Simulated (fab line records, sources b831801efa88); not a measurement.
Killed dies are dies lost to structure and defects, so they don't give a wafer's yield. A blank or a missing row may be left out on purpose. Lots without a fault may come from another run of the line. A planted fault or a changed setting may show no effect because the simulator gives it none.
A struck lot beside a sound one | flow sky130 | 16 steps out of a route of 708
Sound: wafers L125.3, L125.4, L125.6. Struck: wafers L116.1, L116.5, L116.6. The cause comes at the end.
At each step with rows: each side's tool, then ch and its chambers, then its first start. Under that, the readings that differ: sound wafers | struck wafers | difference of the means | sigmas: that difference in standard deviations of wafers without a fault.
alike: readings whose means differ by less than 2 such deviations, and words and numbers that are the same on both sides. not compared: withheld readings, readings that some wafer has no value for, bounds like >300 that may hide the same value, and numbers for which the record gives no deviation and whose values overlap.
The two part at a step that has a row with sigmas, a row that says differs or no value, or rows on one side only. Numbers that don't overlap but have no deviation are shown without sigmas and don't part them. A reading that every wafer of one side lacks parts them only if that side has two wafers or more.

first, 3 steps without rows for these wafers: SKY_LI_CONTACT_EXPOSE_09 (exposes mask LICM1, target cd 170 nm); SKY_LI_CONTACT_PEB_10; SKY_LI_CONTACT_DEVELOP_11 (develop time 60 s).
SKY_LI_CONTACT_CD_MEAS_12: target cd 170 nm.
  sound on cd_sem-02, day 34 15:09; struck on cd_sem-01, day 31 16:12
  alike: cd_nm
SKY_LI_CONTACT_OVL_MEAS_13:
  sound on overlay-02, day 34 15:15; struck on overlay-01, day 31 16:19
  alike: LI_CONTACT_OVL
SKY_LI_CONTACT_ETCH_14: etches BARC in N2/H2, stops on SiO2, time 45.9 s, target depth 60 nm.
  sound on rie_diel-02 ch 0,1, day 34 15:16; struck on rie_diel-03 ch 1,2, day 31 16:22
  alike: drypump_motor_current_A, oes_product_au, rf_fwd_power_W, throttle_valve_pct
  not compared: rf_hours_counter_h
SKY_LI_CONTACT_ETCH_15: etches PSG in C4F8/O2/Ar, stops on Si, target depth 600 nm.
  sound on rie_diel-02 ch 0,1, day 34 15:19; struck on rie_diel-03 ch 1,2, day 31 16:24
  alike: oes_product_au, rf_fwd_power_W
SKY_LI_CONTACT_STRIP_16: strips in O2/N2.
  sound on plasma_asher-01 ch 0,1, day 34 15:26; struck on plasma_asher-01 ch 0,1, day 31 16:33
  alike: drypump_motor_current_A, oes_product_au, strip_time_to_endpoint_s
  not compared: rf_hours_counter_h
then, 3 steps without rows for these wafers: SKY_LI_CONTACT_CLEAN_17 (cleans in NMP, time 600 s); SKY_LI_CONTACT_PRE_CLEAN_18 (time 5.6 s); SKY_LI_CONTACT_SPUTTER_19 (material Ti, target thk 20 nm, time 106.37 s).
SKY_LI_CONTACT_SPUTTER_20: material TiN, target thk 20 nm, time 80 s.
  sound on pvd_sputter-01, day 34 15:47; struck on pvd_sputter-02, day 31 16:55
  alike: chamber_pressure_pa, throttle_valve_pct
SKY_LI_CONTACT_CVD_21: deposits W, target thk 400 nm, time 120.56 s.
  sound on cvd_w-01 ch 0,1, day 34 15:53; struck on cvd_w-02 ch 0,1, day 31 16:59
  reading                                  | sound             | struck            | difference | sigmas
  chamber_pressure_Torr (Torr)             | 40.05 39.94 39.89 | 31.30 31.18 31.42 | -8.66      | -97
  heater_power_w (W)                       | 1068 979 1106     | 779 785 772       | -272       | -2
  model.W_of_LI_CONTACT_CVD_21.thk_nm (nm) | 400 399.9 397.4   | 358.8 354 361.2   | -41.1      |
SKY_LI_CONTACT_RS_MEAS_22: measures by four-point-probe.
  sound on film_metro-02, day 34 16:01; struck on film_metro-04, day 31 17:07
  reading                  | sound                | struck               | difference | sigmas
  LI_CONTACT_W_RS (ohm/sq) | 0.2841 0.2844 0.2857 | 0.3179 0.3226 0.3163 | +0.0342    | +12
SKY_LI_CONTACT_THK_MEAS_23: measures by xrf.
  sound on film_metro-02, day 34 16:07; struck on film_metro-04, day 31 17:14
  reading               | sound       | struck      | difference | sigmas
  LI_CONTACT_W_THK (nm) | 400 399 400 | 365 363 370 | -34        | -6
SKY_LI_CONTACT_CMP_24: polishes, stops on PSG, t overpolish 20 s, target thk 0 nm.
  sound on cmp-01 ch 0,3, day 34 16:09; struck on cmp-01 ch 1,2, day 31 17:17
  alike: motor_current_A, time_to_endpoint_s

WHERE THEY PART
First at SKY_LI_CONTACT_CVD_21; last, within this record, at SKY_LI_CONTACT_THK_MEAS_23. Later steps at which nothing parts them and some readings are alike: SKY_LI_CONTACT_CMP_24.

WHY: what the simulator had put in
Process parameter drift: cvd_w-02, from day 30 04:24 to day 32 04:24, at SKY_LI_CONTACT_CVD_21. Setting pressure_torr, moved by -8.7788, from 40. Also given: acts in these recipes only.
